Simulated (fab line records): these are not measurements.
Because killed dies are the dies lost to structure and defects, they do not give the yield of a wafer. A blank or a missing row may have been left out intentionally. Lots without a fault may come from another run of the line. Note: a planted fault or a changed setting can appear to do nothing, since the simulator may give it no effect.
fab line records || flow sky130 || part 2 of 2: steps 23 to 31 of 31
record: {"lots": 5, "wafers": 15, "last_day": 50}
route steps=708 shown DNWELL@42 PWDE@45 NWELL@56
lots with no fault: from the same line, run without faults
start_h: the number of hours between the record's first day and the start of the first shown wafer of the lot || wait_h: time in hours since the lot's previous step || " identical to the entry in the row above || L1.1+2: a row that stands for several wafers || - no value, or no start given || * or withheld: withheld || < > ~ a bound
route shown NAME@n: NAME is a module with steps in the file, n the number in the route of the first one || usual: mean and standard deviation over wafers with no fault || same: alike in all rows || chamber/n: place in a boat || sites: the reading at each site || _std_site: their standard deviation || _edge_site: inner sites' mean taken away from outer sites' mean || radius_mm: how far each site lies from the wafer's centre || mask NAME#n: copy n || behind: tool/chamber where the wafer was last shaped || hold: the reason the lot was held/the length of the hold in hours/how it ended || device: the n, p or np transistor that did not switch || end of line: tests of these same wafers at the route's end || step lacking rows: just its recipe || killed: count of dies lost to structure and defects at first sort (not the wafer's yield) || map: dies across one wafer; x = killed, . = not, _ = none there
set.NAME: the run value of the setting; set.NAME@STEP: its run value at that earlier step || model.NAME: the simulator's own value behind a step, which no gauge read
a table for each step, a row for each wafer; lots at some steps of the route
services: the hour from which a tool's chamber was out of use, counted from the record's first day as start_h (under 0 if before that day), plus the number of hours and why
== steps ==
step: SKY_NWELL_IMPLANT_11
recipe: {"species": "P", "energy_kev": 400, "dose_cm2": 1.9e+13, "tilt_deg": "withheld"}
usual: {"end_station_pressure_torr": "5.13e-06/2.5e-07"}
{"lot.wafer": "L075.1", "tool": "implanter-04", "chamber": 0, "start_h": 91.50, "wait_h": 0.0, "end_station_pressure_torr": 4.88e-06}
{"lot.wafer": "L075.4", "tool": "implanter-04", "chamber": 0, "start_h": 91.50, "wait_h": 0.0, "end_station_pressure_torr": 5.05e-06}
{"lot.wafer": "L075.5", "tool": "implanter-04", "chamber": 0, "start_h": 91.50, "wait_h": 0.0, "end_station_pressure_torr": 5.27e-06}
{"lot.wafer": "L081.1", "tool": "implanter-01", "chamber": 0, "start_h": 125.25, "wait_h": 0.0, "end_station_pressure_torr": 5.08e-06}
{"lot.wafer": "L081.2", "tool": "implanter-01", "chamber": 0, "start_h": 125.25, "wait_h": 0.0, "end_station_pressure_torr": 4.71e-06}
{"lot.wafer": "L081.5", "tool": "implanter-01", "chamber": 0, "start_h": 125.25, "wait_h": 0.0, "end_station_pressure_torr": 4.99e-06}
{"lot.wafer": "L091.3", "tool": "implanter-01", "chamber": 0, "start_h": 192.51, "wait_h": 0.1, "end_station_pressure_torr": 5.06e-06}
{"lot.wafer": "L091.4", "tool": "implanter-01", "chamber": 0, "start_h": 192.51, "wait_h": 0.1, "end_station_pressure_torr": 5.1e-06}
{"lot.wafer": "L091.6", "tool": "implanter-01", "chamber": 0, "start_h": 192.51, "wait_h": 0.1, "end_station_pressure_torr": 5.57e-06}
{"lot.wafer": "L093.1", "tool": "implanter-02", "chamber": 0, "start_h": 198.96, "wait_h": 0.0, "end_station_pressure_torr": 5.37e-06}
{"lot.wafer": "L093.3", "tool": "implanter-02", "chamber": 0, "start_h": 198.96, "wait_h": 0.0, "end_station_pressure_torr": 5.16e-06}
{"lot.wafer": "L093.4", "tool": "implanter-02", "chamber": 0, "start_h": 198.96, "wait_h": 0.0, "end_station_pressure_torr": 4.9e-06}
{"lot.wafer": "L097.1", "tool": "implanter-04", "chamber": 0, "start_h": 221.84, "wait_h": 0.0, "end_station_pressure_torr": 5.15e-06}
{"lot.wafer": "L097.5", "tool": "implanter-04", "chamber": 0, "start_h": 221.84, "wait_h": 0.0, "end_station_pressure_torr": 4.78e-06}
{"lot.wafer": "L097.6", "tool": "implanter-04", "chamber": 0, "start_h": 221.84, "wait_h": 0.0, "end_station_pressure_torr": 5.35e-06}
step: SKY_NWELL_IMPLANT_12
recipe: {"species": "P", "energy_kev": 120, "dose_cm2": 1.3e+12, "tilt_deg": "withheld"}
usual: {"end_station_pressure_torr": "5.03e-06/2.5e-07"}
{"lot.wafer": "L075.1", "tool": "implanter-04", "chamber": 0, "start_h": 91.65, "wait_h": 0.1, "end_station_pressure_torr": 5.47e-06}
{"lot.wafer": "L075.4", "tool": "implanter-04", "chamber": 0, "start_h": 91.65, "wait_h": 0.1, "end_station_pressure_torr": 4.98e-06}
{"lot.wafer": "L075.5", "tool": "implanter-04", "chamber": 0, "start_h": 91.65, "wait_h": 0.1, "end_station_pressure_torr": 4.96e-06}
{"lot.wafer": "L081.1", "tool": "implanter-01", "chamber": 0, "start_h": 125.40, "wait_h": 0.1, "end_station_pressure_torr": 4.77e-06}
{"lot.wafer": "L081.2", "tool": "implanter-01", "chamber": 0, "start_h": 125.40, "wait_h": 0.1, "end_station_pressure_torr": 5.14e-06}
{"lot.wafer": "L081.5", "tool": "implanter-01", "chamber": 0, "start_h": 125.40, "wait_h": 0.1, "end_station_pressure_torr": 5.26e-06}
{"lot.wafer": "L091.3", "tool": "implanter-01", "chamber": 0, "start_h": 192.66, "wait_h": 0.1, "end_station_pressure_torr": 5.04e-06}
{"lot.wafer": "L091.4", "tool": "implanter-01", "chamber": 0, "start_h": 192.66, "wait_h": 0.1, "end_station_pressure_torr": 4.79e-06}
{"lot.wafer": "L091.6", "tool": "implanter-01", "chamber": 0, "start_h": 192.66, "wait_h": 0.1, "end_station_pressure_torr": 4.75e-06}
{"lot.wafer": "L093.1", "tool": "implanter-02", "chamber": 0, "start_h": 199.11, "wait_h": 0.1, "end_station_pressure_torr": 5.24e-06}
{"lot.wafer": "L093.3", "tool": "implanter-02", "chamber": 0, "start_h": 199.11, "wait_h": 0.1, "end_station_pressure_torr": 4.87e-06}
{"lot.wafer": "L093.4", "tool": "implanter-02", "chamber": 0, "start_h": 199.11, "wait_h": 0.1, "end_station_pressure_torr": 5.01e-06}
{"lot.wafer": "L097.1", "tool": "implanter-04", "chamber": 0, "start_h": 221.99, "wait_h": 0.1, "end_station_pressure_torr": 5.03e-06}
{"lot.wafer": "L097.5", "tool": "implanter-04", "chamber": 0, "start_h": 221.99, "wait_h": 0.1, "end_station_pressure_torr": 5.19e-06}
{"lot.wafer": "L097.6", "tool": "implanter-04", "chamber": 0, "start_h": 221.99, "wait_h": 0.1, "end_station_pressure_torr": 4.93e-06}
step: SKY_NWELL_IMPLANT_13
recipe: {"species": "P", "energy_kev": 50, "dose_cm2": 7e+11, "tilt_deg": "withheld"}
usual: {"end_station_pressure_torr": "5e-06/2.6e-07"}
{"lot.wafer": "L075.1", "tool": "implanter-04", "chamber": 0, "start_h": 91.80, "wait_h": 0.1, "end_station_pressure_torr": 5.18e-06}
{"lot.wafer": "L075.4", "tool": "implanter-04", "chamber": 0, "start_h": 91.80, "wait_h": 0.1, "end_station_pressure_torr": 4.86e-06}
{"lot.wafer": "L075.5", "tool": "implanter-04", "chamber": 0, "start_h": 91.80, "wait_h": 0.1, "end_station_pressure_torr": 4.96e-06}
{"lot.wafer": "L081.1", "tool": "implanter-01", "chamber": 0, "start_h": 125.55, "wait_h": 0.1, "end_station_pressure_torr": 5e-06}
{"lot.wafer": "L081.2", "tool": "implanter-01", "chamber": 0, "start_h": 125.55, "wait_h": 0.1, "end_station_pressure_torr": 4.81e-06}
{"lot.wafer": "L081.5", "tool": "implanter-01", "chamber": 0, "start_h": 125.55, "wait_h": 0.1, "end_station_pressure_torr": 4.6e-06}
{"lot.wafer": "L091.3", "tool": "implanter-01", "chamber": 0, "start_h": 192.81, "wait_h": 0.1, "end_station_pressure_torr": 5.01e-06}
{"lot.wafer": "L091.4", "tool": "implanter-01", "chamber": 0, "start_h": 192.81, "wait_h": 0.1, "end_station_pressure_torr": 5.03e-06}
{"lot.wafer": "L091.6", "tool": "implanter-01", "chamber": 0, "start_h": 192.81, "wait_h": 0.1, "end_station_pressure_torr": 5.14e-06}
{"lot.wafer": "L093.1", "tool": "implanter-02", "chamber": 0, "start_h": 199.26, "wait_h": 0.1, "end_station_pressure_torr": 5.33e-06}
{"lot.wafer": "L093.3", "tool": "implanter-02", "chamber": 0, "start_h": 199.26, "wait_h": 0.1, "end_station_pressure_torr": 4.78e-06}
{"lot.wafer": "L093.4", "tool": "implanter-02", "chamber": 0, "start_h": 199.26, "wait_h": 0.1, "end_station_pressure_torr": 5.22e-06}
{"lot.wafer": "L097.1", "tool": "implanter-04", "chamber": 0, "start_h": 222.14, "wait_h": 0.1, "end_station_pressure_torr": 4.48e-06}
{"lot.wafer": "L097.5", "tool": "implanter-04", "chamber": 0, "start_h": 222.14, "wait_h": 0.1, "end_station_pressure_torr": 5.41e-06}
{"lot.wafer": "L097.6", "tool": "implanter-04", "chamber": 0, "start_h": 222.14, "wait_h": 0.1, "end_station_pressure_torr": 5.09e-06}
step: SKY_NWELL_STRIP_14
recipe: {"chemistry": "O2/N2", "power_w": 1400, "pressure_mtorr": 1500, "platen_temp_c": "withheld", "o2_flow_sccm": 3000, "n2_flow_sccm": 300, "overash_fraction": 0.5}
usual: {"drypump_motor_current_A": "5.7/0.45", "oes_product_au": "0.722/0.0044", "strip_time_to_endpoint_s": "36.90/0.1"}
{"lot.wafer": "L075.1", "tool": "plasma_asher-03", "chamber": 1, "start_h": 91.95, "wait_h": 0.1, "drypump_motor_current_A": 6.2, "oes_product_au": 0.715, "rf_hours_counter_h": 27, "strip_time_to_endpoint_s": 36.92}
{"lot.wafer": "L075.4", "tool": "plasma_asher-03", "chamber": 1, "start_h": 91.95, "wait_h": 0.1, "drypump_motor_current_A": 6.2, "oes_product_au": 0.724, "rf_hours_counter_h": "-", "strip_time_to_endpoint_s": 36.81}
{"lot.wafer": "L075.5", "tool": "plasma_asher-03", "chamber": 0, "start_h": 91.95, "wait_h": 0.1, "drypump_motor_current_A": 6.2, "oes_product_au": 0.725, "rf_hours_counter_h": "-", "strip_time_to_endpoint_s": 36.86}
{"lot.wafer": "L081.1", "tool": "plasma_asher-02", "chamber": 1, "start_h": 125.70, "wait_h": 0.1, "drypump_motor_current_A": 6.2, "oes_product_au": 0.715, "rf_hours_counter_h": 1, "strip_time_to_endpoint_s": 36.79}
{"lot.wafer": "L081.2", "tool": "plasma_asher-02", "chamber": 0, "start_h": 125.70, "wait_h": 0.1, "drypump_motor_current_A": 5.1, "oes_product_au": 0.729, "rf_hours_counter_h": 1, "strip_time_to_endpoint_s": 36.72}
{"lot.wafer": "L081.5", "tool": "plasma_asher-02", "chamber": 0, "start_h": 125.70, "wait_h": 0.1, "drypump_motor_current_A": 5.1, "oes_product_au": 0.717, "rf_hours_counter_h": "-", "strip_time_to_endpoint_s": 36.79}
{"lot.wafer": "L091.3", "tool": "plasma_asher-01", "chamber": 0, "start_h": 192.94, "wait_h": 0.1, "drypump_motor_current_A": 5.3, "oes_product_au": 0.719, "rf_hours_counter_h": "-", "strip_time_to_endpoint_s": 36.96}
{"lot.wafer": "L091.4", "tool": "plasma_asher-01", "chamber": 1, "start_h": 192.94, "wait_h": 0.1, "drypump_motor_current_A": 5.5, "oes_product_au": 0.717, "rf_hours_counter_h": "-", "strip_time_to_endpoint_s": 36.91}
{"lot.wafer": "L091.6", "tool": "plasma_asher-01", "chamber": 1, "start_h": 192.94, "wait_h": 0.1, "drypump_motor_current_A": 5.5, "oes_product_au": 0.715, "rf_hours_counter_h": "-", "strip_time_to_endpoint_s": 36.91}
{"lot.wafer": "L093.1", "tool": "plasma_asher-02", "chamber": 0, "start_h": 199.41, "wait_h": 0.1, "drypump_motor_current_A": 5.2, "oes_product_au": 0.719, "rf_hours_counter_h": 9, "strip_time_to_endpoint_s": 36.94}
{"lot.wafer": "L093.3", "tool": "plasma_asher-02", "chamber": 0, "start_h": 199.41, "wait_h": 0.1, "drypump_motor_current_A": 5.1, "oes_product_au": 0.731, "rf_hours_counter_h": "-", "strip_time_to_endpoint_s": 36.96}
{"lot.wafer": "L093.4", "tool": "plasma_asher-02", "chamber": 1, "start_h": 199.41, "wait_h": 0.1, "drypump_motor_current_A": 6.2, "oes_product_au": 0.723, "rf_hours_counter_h": "-", "strip_time_to_endpoint_s": 36.96}
{"lot.wafer": "L097.1", "tool": "plasma_asher-01", "chamber": 1, "start_h": 222.29, "wait_h": 0.1, "drypump_motor_current_A": 5.5, "oes_product_au": 0.722, "rf_hours_counter_h": 56, "strip_time_to_endpoint_s": 36.74}
{"lot.wafer": "L097.5", "tool": "plasma_asher-01", "chamber": 1, "start_h": 222.29, "wait_h": 0.1, "drypump_motor_current_A": 5.5, "oes_product_au": 0.718, "rf_hours_counter_h": "-", "strip_time_to_endpoint_s": 36.81}
{"lot.wafer": "L097.6", "tool": "plasma_asher-01", "chamber": 0, "start_h": 222.29, "wait_h": 0.1, "drypump_motor_current_A": 5.3, "oes_product_au": 0.718, "rf_hours_counter_h": "-", "strip_time_to_endpoint_s": 36.78}
step: SKY_NWELL_TW_MEAS_15
usual: {"NWELL_TW": "1818/22"}
{"lot.wafer": "L075.1", "tool": "film_metro-01", "chamber": "-", "start_h": 92.05, "wait_h": 0.1, "NWELL_TW": 1812}
{"lot.wafer": "L075.4", "tool": "film_metro-01", "chamber": "-", "start_h": 92.05, "wait_h": 0.1, "NWELL_TW": 1809}
{"lot.wafer": "L075.5", "tool": "film_metro-01", "chamber": "-", "start_h": 92.05, "wait_h": 0.1, "NWELL_TW": 1819}
{"lot.wafer": "L081.1", "tool": "film_metro-04", "chamber": "-", "start_h": 125.80, "wait_h": 0.1, "NWELL_TW": 1817}
{"lot.wafer": "L081.2", "tool": "film_metro-04", "chamber": "-", "start_h": 125.80, "wait_h": 0.1, "NWELL_TW": 1818}
{"lot.wafer": "L081.5", "tool": "film_metro-04", "chamber": "-", "start_h": 125.80, "wait_h": 0.1, "NWELL_TW": 1808}
{"lot.wafer": "L091.3", "tool": "film_metro-01", "chamber": "-", "start_h": 193.03, "wait_h": 0.1, "NWELL_TW": 1809}
{"lot.wafer": "L091.4", "tool": "film_metro-01", "chamber": "-", "start_h": 193.03, "wait_h": 0.1, "NWELL_TW": 1815}
{"lot.wafer": "L091.6", "tool": "film_metro-01", "chamber": "-", "start_h": 193.03, "wait_h": 0.1, "NWELL_TW": 1803}
{"lot.wafer": "L093.1", "tool": "film_metro-01", "chamber": "-", "start_h": 199.51, "wait_h": 0.1, "NWELL_TW": 1816}
{"lot.wafer": "L093.3", "tool": "film_metro-01", "chamber": "-", "start_h": 199.51, "wait_h": 0.1, "NWELL_TW": 1808}
{"lot.wafer": "L093.4", "tool": "film_metro-01", "chamber": "-", "start_h": 199.51, "wait_h": 0.1, "NWELL_TW": 1809}
{"lot.wafer": "L097.1", "tool": "film_metro-01", "chamber": "-", "start_h": 222.39, "wait_h": 0.1, "NWELL_TW": 1816}
{"lot.wafer": "L097.5", "tool": "film_metro-01", "chamber": "-", "start_h": 222.39, "wait_h": 0.1, "NWELL_TW": 1808}
{"lot.wafer": "L097.6", "tool": "film_metro-01", "chamber": "-", "start_h": 222.39, "wait_h": 0.1, "NWELL_TW": 1811}
step: SKY_NWELL_DEHYDRATE_16
recipe: {"temp_c": 200, "time_s": 60}
usual: {"exhaust_pa": "45.1/0.85", "resist_line_temp_C": "22.99/0.11"}
{"lot.wafer": "L075.1", "tool": "litho_track-02", "chamber": 0, "start_h": 100.32, "wait_h": 8.3, "exhaust_pa": 45.1, "resist_line_temp_C": 23.08}
{"lot.wafer": "L075.4", "tool": "litho_track-02", "chamber": 0, "start_h": 100.32, "wait_h": 8.3, "exhaust_pa": 45.4, "resist_line_temp_C": 22.96}
{"lot.wafer": "L075.5", "tool": "litho_track-02", "chamber": 0, "start_h": 100.32, "wait_h": 8.3, "exhaust_pa": 45.0, "resist_line_temp_C": 22.92}
{"lot.wafer": "L081.1", "tool": "litho_track-02", "chamber": 0, "start_h": 134.47, "wait_h": 8.7, "exhaust_pa": 45.3, "resist_line_temp_C": 22.99}
{"lot.wafer": "L081.2", "tool": "litho_track-02", "chamber": 0, "start_h": 134.47, "wait_h": 8.7, "exhaust_pa": 44.5, "resist_line_temp_C": 22.97}
{"lot.wafer": "L081.5", "tool": "litho_track-02", "chamber": 0, "start_h": 134.47, "wait_h": 8.7, "exhaust_pa": 45.1, "resist_line_temp_C": 22.91}
{"lot.wafer": "L091.3", "tool": "litho_track-02", "chamber": 0, "start_h": 203.37, "wait_h": 10.3, "exhaust_pa": 44.9, "resist_line_temp_C": 23.14}
{"lot.wafer": "L091.4", "tool": "litho_track-02", "chamber": 0, "start_h": 203.37, "wait_h": 10.3, "exhaust_pa": 44.0, "resist_line_temp_C": 23.14}
{"lot.wafer": "L091.6", "tool": "litho_track-02", "chamber": 0, "start_h": 203.37, "wait_h": 10.3, "exhaust_pa": 44.5, "resist_line_temp_C": 23.16}
{"lot.wafer": "L093.1", "tool": "litho_track-02", "chamber": 0, "start_h": 210.12, "wait_h": 10.6, "exhaust_pa": 45.3, "resist_line_temp_C": 22.90}
{"lot.wafer": "L093.3", "tool": "litho_track-02", "chamber": 0, "start_h": 210.12, "wait_h": 10.6, "exhaust_pa": 45.8, "resist_line_temp_C": 22.78}
{"lot.wafer": "L093.4", "tool": "litho_track-02", "chamber": 0, "start_h": 210.12, "wait_h": 10.6, "exhaust_pa": 44.8, "resist_line_temp_C": 22.92}
{"lot.wafer": "L097.1", "tool": "litho_track-03", "chamber": 0, "start_h": 233.81, "wait_h": 11.4, "exhaust_pa": 44.6, "resist_line_temp_C": 22.88}
{"lot.wafer": "L097.5", "tool": "litho_track-03", "chamber": 0, "start_h": 233.81, "wait_h": 11.4, "exhaust_pa": 45.4, "resist_line_temp_C": 23.07}
{"lot.wafer": "L097.6", "tool": "litho_track-03", "chamber": 0, "start_h": 233.81, "wait_h": 11.4, "exhaust_pa": 45.9, "resist_line_temp_C": 22.93}
step: SKY_NWELL_HMDS_17
recipe: {"prime_time_s": 60, "prime_temp_c": 120}
usual: {"exhaust_pa": "45.1/0.85", "resist_line_temp_C": "22.98/0.1"}
{"lot.wafer": "L075.1", "tool": "litho_track-02", "chamber": 0, "start_h": 100.47, "wait_h": 0.1, "exhaust_pa": 45.3, "resist_line_temp_C": 22.80}
{"lot.wafer": "L075.4", "tool": "litho_track-02", "chamber": 0, "start_h": 100.47, "wait_h": 0.1, "exhaust_pa": 46.0, "resist_line_temp_C": 23.14}
{"lot.wafer": "L075.5", "tool": "litho_track-02", "chamber": 0, "start_h": 100.47, "wait_h": 0.1, "exhaust_pa": 45.7, "resist_line_temp_C": 23.07}
{"lot.wafer": "L081.1", "tool": "litho_track-02", "chamber": 0, "start_h": 134.62, "wait_h": 0.1, "exhaust_pa": 45.6, "resist_line_temp_C": 23.18}
{"lot.wafer": "L081.2", "tool": "litho_track-02", "chamber": 0, "start_h": 134.62, "wait_h": 0.1, "exhaust_pa": 46.4, "resist_line_temp_C": 23.11}
{"lot.wafer": "L081.5", "tool": "litho_track-02", "chamber": 0, "start_h": 134.62, "wait_h": 0.1, "exhaust_pa": 45.1, "resist_line_temp_C": 23.12}
{"lot.wafer": "L091.3", "tool": "litho_track-02", "chamber": 0, "start_h": 203.52, "wait_h": 0.1, "exhaust_pa": 45.0, "resist_line_temp_C": 23.18}
{"lot.wafer": "L091.4", "tool": "litho_track-02", "chamber": 0, "start_h": 203.52, "wait_h": 0.1, "exhaust_pa": 43.8, "resist_line_temp_C": 23.05}
{"lot.wafer": "L091.6", "tool": "litho_track-02", "chamber": 0, "start_h": 203.52, "wait_h": 0.1, "exhaust_pa": 45.0, "resist_line_temp_C": 23.15}
{"lot.wafer": "L093.1", "tool": "litho_track-02", "chamber": 0, "start_h": 210.27, "wait_h": 0.1, "exhaust_pa": 45.0, "resist_line_temp_C": 23.01}
{"lot.wafer": "L093.3", "tool": "litho_track-02", "chamber": 0, "start_h": 210.27, "wait_h": 0.1, "exhaust_pa": 45.2, "resist_line_temp_C": 22.86}
{"lot.wafer": "L093.4", "tool": "litho_track-02", "chamber": 0, "start_h": 210.27, "wait_h": 0.1, "exhaust_pa": 45.1, "resist_line_temp_C": 22.99}
{"lot.wafer": "L097.1", "tool": "litho_track-03", "chamber": 0, "start_h": 233.96, "wait_h": 0.1, "exhaust_pa": 46.4, "resist_line_temp_C": 22.91}
{"lot.wafer": "L097.5", "tool": "litho_track-03", "chamber": 0, "start_h": 233.96, "wait_h": 0.1, "exhaust_pa": 44.9, "resist_line_temp_C": 23.17}
{"lot.wafer": "L097.6", "tool": "litho_track-03", "chamber": 0, "start_h": 233.96, "wait_h": 0.1, "exhaust_pa": 44.4, "resist_line_temp_C": 23.07}
step: SKY_NWELL_COAT_18
recipe: {"spin_rpm": 2000, "resist_thk_nm": 3000}
usual: {"dispense_pressure_kPa": "47/3.7", "exhaust_pa": "45.1/0.93", "resist_line_temp_C": "22.99/0.09"}
{"lot.wafer": "L075.1", "tool": "litho_track-02", "chamber": 0, "start_h": 100.62, "wait_h": 0.1, "dispense_pressure_kPa": 48, "exhaust_pa": 45.6, "resist_line_temp_C": 23.07}
{"lot.wafer": "L075.4", "tool": "litho_track-02", "chamber": 0, "start_h": 100.62, "wait_h": 0.1, "dispense_pressure_kPa": 48, "exhaust_pa": 45.3, "resist_line_temp_C": 23.15}
{"lot.wafer": "L075.5", "tool": "litho_track-02", "chamber": 0, "start_h": 100.62, "wait_h": 0.1, "dispense_pressure_kPa": 48, "exhaust_pa": 43.8, "resist_line_temp_C": 22.86}
{"lot.wafer": "L081.1", "tool": "litho_track-02", "chamber": 0, "start_h": 134.77, "wait_h": 0.1, "dispense_pressure_kPa": 48, "exhaust_pa": 45.9, "resist_line_temp_C": 23.08}
{"lot.wafer": "L081.2", "tool": "litho_track-02", "chamber": 0, "start_h": 134.77, "wait_h": 0.1, "dispense_pressure_kPa": 48, "exhaust_pa": 44.1, "resist_line_temp_C": 22.98}
{"lot.wafer": "L081.5", "tool": "litho_track-02", "chamber": 0, "start_h": 134.77, "wait_h": 0.1, "dispense_pressure_kPa": 48, "exhaust_pa": 46.9, "resist_line_temp_C": 23.21}
{"lot.wafer": "L091.3", "tool": "litho_track-02", "chamber": 0, "start_h": 203.67, "wait_h": 0.1, "dispense_pressure_kPa": 48, "exhaust_pa": 43.7, "resist_line_temp_C": 22.95}
{"lot.wafer": "L091.4", "tool": "litho_track-02", "chamber": 0, "start_h": 203.67, "wait_h": 0.1, "dispense_pressure_kPa": 48, "exhaust_pa": 44.8, "resist_line_temp_C": 23.03}
{"lot.wafer": "L091.6", "tool": "litho_track-02", "chamber": 0, "start_h": 203.67, "wait_h": 0.1, "dispense_pressure_kPa": 48, "exhaust_pa": 43.5, "resist_line_temp_C": 22.93}
{"lot.wafer": "L093.1", "tool": "litho_track-02", "chamber": 0, "start_h": 210.42, "wait_h": 0.1, "dispense_pressure_kPa": 48, "exhaust_pa": 44.9, "resist_line_temp_C": 22.85}
{"lot.wafer": "L093.3", "tool": "litho_track-02", "chamber": 0, "start_h": 210.42, "wait_h": 0.1, "dispense_pressure_kPa": 48, "exhaust_pa": 44.5, "resist_line_temp_C": 22.99}
{"lot.wafer": "L093.4", "tool": "litho_track-02", "chamber": 0, "start_h": 210.42, "wait_h": 0.1, "dispense_pressure_kPa": 48, "exhaust_pa": 44.5, "resist_line_temp_C": 22.94}
{"lot.wafer": "L097.1", "tool": "litho_track-03", "chamber": 0, "start_h": 234.11, "wait_h": 0.1, "dispense_pressure_kPa": 51, "exhaust_pa": 44.5, "resist_line_temp_C": 23.00}
{"lot.wafer": "L097.5", "tool": "litho_track-03", "chamber": 0, "start_h": 234.11, "wait_h": 0.1, "dispense_pressure_kPa": 51, "exhaust_pa": 43.3, "resist_line_temp_C": 23.03}
{"lot.wafer": "L097.6", "tool": "litho_track-03", "chamber": 0, "start_h": 234.11, "wait_h": 0.1, "dispense_pressure_kPa": 51, "exhaust_pa": 44.5, "resist_line_temp_C": 23.08}
step: SKY_NWELL_SOFTBAKE_19
recipe: {"temp_c": 110, "time_s": "withheld"}
usual: {"exhaust_pa": "45.0/0.92", "resist_line_temp_C": "22.99/0.1"}
{"lot.wafer": "L075.1", "tool": "litho_track-02", "chamber": 0, "start_h": 100.77, "wait_h": 0.1, "exhaust_pa": 45.4, "resist_line_temp_C": 22.82}
{"lot.wafer": "L075.4", "tool": "litho_track-02", "chamber": 0, "start_h": 100.77, "wait_h": 0.1, "exhaust_pa": 45.8, "resist_line_temp_C": 22.95}
{"lot.wafer": "L075.5", "tool": "litho_track-02", "chamber": 0, "start_h": 100.77, "wait_h": 0.1, "exhaust_pa": 45.5, "resist_line_temp_C": 22.95}
{"lot.wafer": "L081.1", "tool": "litho_track-02", "chamber": 0, "start_h": 134.92, "wait_h": 0.1, "exhaust_pa": 45.5, "resist_line_temp_C": 22.92}
{"lot.wafer": "L081.2", "tool": "litho_track-02", "chamber": 0, "start_h": 134.92, "wait_h": 0.1, "exhaust_pa": 45.6, "resist_line_temp_C": 22.85}
{"lot.wafer": "L081.5", "tool": "litho_track-02", "chamber": 0, "start_h": 134.92, "wait_h": 0.1, "exhaust_pa": 44.1, "resist_line_temp_C": 22.99}
{"lot.wafer": "L091.3", "tool": "litho_track-02", "chamber": 0, "start_h": 203.84, "wait_h": 0.1, "exhaust_pa": 45.7, "resist_line_temp_C": 22.93}
{"lot.wafer": "L091.4", "tool": "litho_track-02", "chamber": 0, "start_h": 203.84, "wait_h": 0.1, "exhaust_pa": 46.4, "resist_line_temp_C": 22.97}
{"lot.wafer": "L091.6", "tool": "litho_track-02", "chamber": 0, "start_h": 203.84, "wait_h": 0.1, "exhaust_pa": 45.1, "resist_line_temp_C": 22.99}
{"lot.wafer": "L093.1", "tool": "litho_track-02", "chamber": 0, "start_h": 210.57, "wait_h": 0.1, "exhaust_pa": 46.1, "resist_line_temp_C": 22.92}
{"lot.wafer": "L093.3", "tool": "litho_track-02", "chamber": 0, "start_h": 210.57, "wait_h": 0.1, "exhaust_pa": 45.0, "resist_line_temp_C": 23.14}
{"lot.wafer": "L093.4", "tool": "litho_track-02", "chamber": 0, "start_h": 210.57, "wait_h": 0.1, "exhaust_pa": 45.3, "resist_line_temp_C": 23.13}
{"lot.wafer": "L097.1", "tool": "litho_track-03", "chamber": 0, "start_h": 234.26, "wait_h": 0.1, "exhaust_pa": 43.7, "resist_line_temp_C": 23.05}
{"lot.wafer": "L097.5", "tool": "litho_track-03", "chamber": 0, "start_h": 234.26, "wait_h": 0.1, "exhaust_pa": 45.5, "resist_line_temp_C": 22.95}
{"lot.wafer": "L097.6", "tool": "litho_track-03", "chamber": 0, "start_h": 234.26, "wait_h": 0.1, "exhaust_pa": 46.0, "resist_line_temp_C": 22.84}
== services ==
{"tool": "implanter-03", "chamber": "-", "start_h": 33.78, "hours": 3.4, "kind": "repair"}
{"tool": "implanter-01", "chamber": "-", "start_h": 38.76, "hours": 6.9, "kind": "repair"}
{"tool": "implanter-04", "chamber": "-", "start_h": 55.79, "hours": 0.7, "kind": "repair"}
{"tool": "plasma_asher-03", "chamber": "-", "start_h": 58.66, "hours": 2.6, "kind": "repair"}
{"tool": "implanter-03", "chamber": "-", "start_h": 69.99, "hours": 5.6, "kind": "pm"}
{"tool": "iline_stepper-01", "chamber": "-", "start_h": 70.53, "hours": 2.5, "kind": "repair"}
{"tool": "implanter-03", "chamber": "-", "start_h": 80.78, "hours": 11.0, "kind": "repair"}
{"tool": "implanter-02", "chamber": "-", "start_h": 99.30, "hours": 3.8, "kind": "repair"}
{"tool": "plasma_asher-02", "chamber": "-", "start_h": 108.75, "hours": 9.0, "kind": "pm"}
{"tool": "plasma_asher-04", "chamber": "-", "start_h": 110.75, "hours": 2.8, "kind": "pm"}
{"tool": "plasma_asher-04", "chamber": "-", "start_h": 120.80, "hours": 1.0, "kind": "repair"}
{"tool": "plasma_asher-03", "chamber": "-", "start_h": 129.68, "hours": 1.4, "kind": "repair"}
{"tool": "plasma_asher-03", "chamber": "-", "start_h": 149.88, "hours": 24.6, "kind": "repair"}
{"tool": "plasma_asher-04", "chamber": "-", "start_h": 149.92, "hours": 4.0, "kind": "repair"}
{"tool": "iline_stepper-01", "chamber": "-", "start_h": 150.04, "hours": 5.7, "kind": "repair"}
{"tool": "plasma_asher-04", "chamber": "-", "start_h": 153.51, "hours": 0.8, "kind": "repair"}
{"tool": "iline_stepper-01", "chamber": "-", "start_h": 162.54, "hours": 1.7, "kind": "pm"}
{"tool": "implanter-02", "chamber": "-", "start_h": 172.75, "hours": 6.8, "kind": "repair"}
{"tool": "plasma_asher-01", "chamber": "-", "start_h": 181.49, "hours": 2.8, "kind": "pm"}
{"tool": "implanter-02", "chamber": "-", "start_h": 183.49, "hours": 5.1, "kind": "repair"}
{"tool": "implanter-01", "chamber": "-", "start_h": 204.65, "hours": 0.6, "kind": "repair"}
{"tool": "plasma_asher-01", "chamber": "-", "start_h": 205.48, "hours": 0.9, "kind": "repair"}
{"tool": "plasma_asher-04", "chamber": "-", "start_h": 226.88, "hours": 14.6, "kind": "pm"}
{"tool": "iline_stepper-02", "chamber": "-", "start_h": 229.03, "hours": 1.7, "kind": "pm"}
